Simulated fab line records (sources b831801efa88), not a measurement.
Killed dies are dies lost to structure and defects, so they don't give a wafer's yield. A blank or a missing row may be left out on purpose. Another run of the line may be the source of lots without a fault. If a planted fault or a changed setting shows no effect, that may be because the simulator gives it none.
Which tool was responsible? ; flow sky130 ; 24 lots, 72 wafers sampled, at 4 steps of a route of 708

== WHAT THE GAUGES SHOWED, per wafer ==
SKY_LDD_P_CD_MEAS_07: target cd 380 nm.
lot;measured;on;cd-nm (nm)
L074;day 19 00:31;cd-sem-01;372.7 377.6 376.7
L075;day 19 20:32;cd-sem-01;382.4 384.1 383.7
L076;day 19 23:59;cd-sem-02;378.1 379.9 378.4
L077;day 20 06:56;cd-sem-02;380.1 379.9 379.9
L078;day 20 14:14;cd-sem-02;379.7 378.6 379.3
L079;day 21 01:46;cd-sem-01;377.7 378.1 379.2
L080;day 21 11:51;cd-sem-01;381.3 380.4 379.2
L081;day 21 18:11;cd-sem-02;379.4 376.6 380.6
L082;day 22 00:44;cd-sem-01;379.4 378.9 380.2
L083;day 22 12:03;cd-sem-01;380.2 377.3 378.6
L084;day 22 18:56;cd-sem-01;384.6 382.3 383.3
L085;day 23 04:58;cd-sem-02;376.6 378.6 378.6
L086;day 23 21:28;cd-sem-02;383.2 384.0 385.4
L087;day 24 07:25;cd-sem-01;383.8 382.3 382.3
L088;day 24 15:37;cd-sem-02;376.0 378.7 377.1
L089;day 24 22:58;cd-sem-01;374.7 379.3 377.0
L090;day 25 06:56;cd-sem-02;385.4 384.7 384.2
L091;day 25 09:52;cd-sem-02;379.0 377.1 378.8
L092;day 25 16:24;cd-sem-01;379.1 381.9 379.6
L093;day 26 04:01;cd-sem-01;379.0 378.3 380.6
L094;day 26 09:49;cd-sem-01;380.2 381.1 382.7
L095;day 26 17:29;cd-sem-01;386.0 388.5 387.0
L096;day 26 21:06;cd-sem-01;377.0 375.7 377.4
L097;day 27 05:05;cd-sem-01;380.8 383.8 382.6

SKY_VIA1_THK_MEAS_23: measures by xrf.
lot;measured;on;VIA1_W_THK (nm)
L074;day 34 01:00;film-metro-02;281 272 281
L075;day 34 17:44;film-metro-04;281 276 284
L076;day 34 21:10;film-metro-04;275 281 275
L077;day 35 02:42;film-metro-04;271 269 274
L078;day 35 07:50;film-metro-04;272 276 272
L079;day 35 19:29;film-metro-04;279 270 283
L080;day 36 02:48;film-metro-01;272 262 269
L081;day 36 07:46;film-metro-02;270 278 267
L082;day 36 13:49;film-metro-01;270 275 281
L083;day 37 00:43;film-metro-04;272 272 275
L084;day 37 05:18;film-metro-01;278 278 269
L085;day 37 13:26;film-metro-04;280 273 279
L086;day 38 05:34;film-metro-04;278 276 269
L087;day 38 14:26;film-metro-02;271 269 279
L088;day 38 19:11;film-metro-02;281 271 283
L089;day 39 03:42;film-metro-02;281 281 274
L090;day 39 08:17;film-metro-04;283 281 279
L091;day 39 11:56;film-metro-04;275 285 285
L092;day 39 17:32;film-metro-01;275 276 279
L093;day 40 05:16;film-metro-04;281 282 282
L094;day 40 10:43;film-metro-02;270 268 272
L095;day 40 12:45;film-metro-02;275 276 276
L096;day 40 19:49;film-metro-01;270 279 280
L097;day 41 00:52;film-metro-01;273 281 277

SKY_METAL3_CD_MEAS_13: target cd 300 nm.
lot;measured;on;cd-nm (nm)
L074;day 38 14:07;cd-sem-01;301.5 301.0 300.6
L075;day 39 05:39;cd-sem-02;300.9 300.6 299.9
L076;day 39 09:11;cd-sem-01;299.3 298.7 298.3
L077;day 39 14:47;cd-sem-02;299.8 300.7 300.2
L078;day 39 18:08;cd-sem-02;301.3 301.6 300.5
L079;day 40 05:43;cd-sem-02;299.1 298.1 299.8
L080;day 40 12:22;cd-sem-02;301.0 301.6 299.6
L081;day 40 18:13;cd-sem-02;301.2 300.9 301.9
L082;day 40 21:40;cd-sem-02;301.3 301.1 302.4
L083;day 41 08:37;cd-sem-02;300.3 301.7 302.2
L084;day 41 14:47;cd-sem-02;301.8 301.1 300.6
L085;day 41 22:26;cd-sem-01;299.5 299.7 299.4
L086;day 42 12:04;cd-sem-01;301.9 302.2 302.1
L087;day 42 20:31;cd-sem-01;298.7 298.7 297.8
L088;day 43 02:11;cd-sem-01;299.3 300.2 299.7
L089;day 43 08:26;cd-sem-01;301.8 301.8 301.1
L090;day 43 13:41;cd-sem-02;299.5 299.9 300.3
L091;day 43 17:23;cd-sem-01;300.3 300.5 300.9
L092;day 43 21:07;cd-sem-02;299.7 299.1 298.7
L093;day 44 08:02;cd-sem-01;303.6 303.3 302.2
L094;day 44 13:17;cd-sem-02;301.0 300.2 300.3
L095;day 44 15:22;cd-sem-02;301.1 300.5 301.5
L096;day 44 21:19;cd-sem-01;301.6 300.8 300.3
L097;day 45 01:39;cd-sem-02;301.4 302.1 301.0

== WHICH TOOL RAN EACH LOT (tool, then ch and the chambers of the sampled wafers, then the start) ==
lot;SKY_FIELD_ISO_ETCH_17
L074;rie-si-01 ch 0,2, day 2 04:44
L075;rie-si-02 ch 1,2,3, day 2 13:16
L076;rie-si-02 ch 2,3, day 2 16:28
L077;rie-si-01 ch 1,2,3, day 2 22:17
L078;rie-si-01 ch 0,1,3, day 3 02:14
L079;rie-si-01 ch 1,2,3, day 3 08:04
L080;rie-si-01 ch 0,2,3, day 3 13:38
L081;rie-si-02 ch 0,1,2, day 3 18:59
L082;rie-si-01 ch 0,1,2, day 3 21:50
L083;rie-si-02 ch 1,2, day 4 05:05
L084;rie-si-02 ch 1,2, day 4 08:55
L085;rie-si-01 ch 0,1,3, day 4 14:44
L086;rie-si-02 ch 0,3, day 4 22:55
L087;rie-si-01 ch 1,2, day 5 01:43
L088;rie-si-02 ch 0,2,3, day 5 04:49
L089;rie-si-02 ch 1,2,3, day 5 10:22
L090;rie-si-01 ch 0,3, day 5 16:31
L091;rie-si-02 ch 0,3, day 5 19:50
L092;rie-si-02 ch 1,2, day 6 01:04
L093;rie-si-02 ch 0,2,3, day 6 09:28
L094;rie-si-02 ch 0,1, day 6 15:05
L095;rie-si-02 ch 0,2,3, day 6 20:13
L096;rie-si-01 ch 0,2,3, day 7 00:01
L097;rie-si-01 ch 2,3, day 7 04:10
- SKY_FIELD_ISO_ETCH_17: etches Si in HBr/Cl2/O2, target depth 342 nm, time 97.7 s.

== AS READ BY THE TOOLS THEMSELVES (means over the sampled wafers that have a number; for cases with no such wafer, the mark the record gives instead) ==
SKY_FIELD_ISO_ETCH_17.
lot;tool;O2_flow_sccm (sccm);drypump-motor-current-A (A);oes-product-au (a.u.);throttle-valve-pct (%)
L074;rie-si-01;6.015;5.7;1.002;25.665
L075;rie-si-02;6.002;5.6;1.004;25.657
L076;rie-si-02;5.994;6.0;1.006;25.652
L077;rie-si-01;5.993;5.7;0.997;25.657
L078;rie-si-01;5.985;5.5;1.000;25.649
L079;rie-si-01;5.999;5.8;0.998;25.653
L080;rie-si-01;6.003;5.9;1.004;25.645
L081;rie-si-02;6.006;5.6;0.997;25.663
L082;rie-si-01;6.012;5.6;0.997;25.655
L083;rie-si-02;5.998;5.8;1.017;25.658
L084;rie-si-02;5.986;5.8;1.013;25.653
L085;rie-si-01;6.003;5.6;1.001;25.651
L086;rie-si-02;5.992;5.6;1.006;25.651
L087;rie-si-01;5.996;5.9;1.012;25.649
L088;rie-si-02;5.996;5.8;1.009;25.659
L089;rie-si-02;5.995;5.6;1.006;25.652
L090;rie-si-01;5.988;5.9;1.008;25.640
L091;rie-si-02;6.001;5.6;1.000;25.661
L092;rie-si-02;5.978;5.8;1.009;25.643
L093;rie-si-02;6.014;5.8;1.002;25.665
L094;rie-si-02;6.007;5.1;0.992;25.653
L095;rie-si-02;5.991;5.7;1.009;25.644
L096;rie-si-01;6.007;5.9;1.005;25.655
L097;rie-si-01;5.983;6.1;1.009;25.651

== THE ANSWER, worked out from the rows above alone ==
Rule: the lots themselves supply what counts as usual. Put in order of their means at a reading, lots are off if they are a third of the lots or fewer, leave a main group of 4 or more, and stand apart from it by a gap of 3 or more times the standard deviation of the main group's means; of several such gaps the widest counts. Not used: any main group whose means are identical at the precision the tables above print for the reading. A lot without any number at a reading at which 4 lots or more have one is off too. All remaining lots with rows at the step are treated as sound. Order of review: gauges by route order, followed by the tools' own readings, for which a lot's mean as printed above is used. The first step at which some lot is off is used, and at that step the reading that is off furthest; a lot without a number counts as furthest.
Nothing can be told from this: no lot is off at any reading shown.

== WHAT THE SIMULATOR HAD INSERTED ==
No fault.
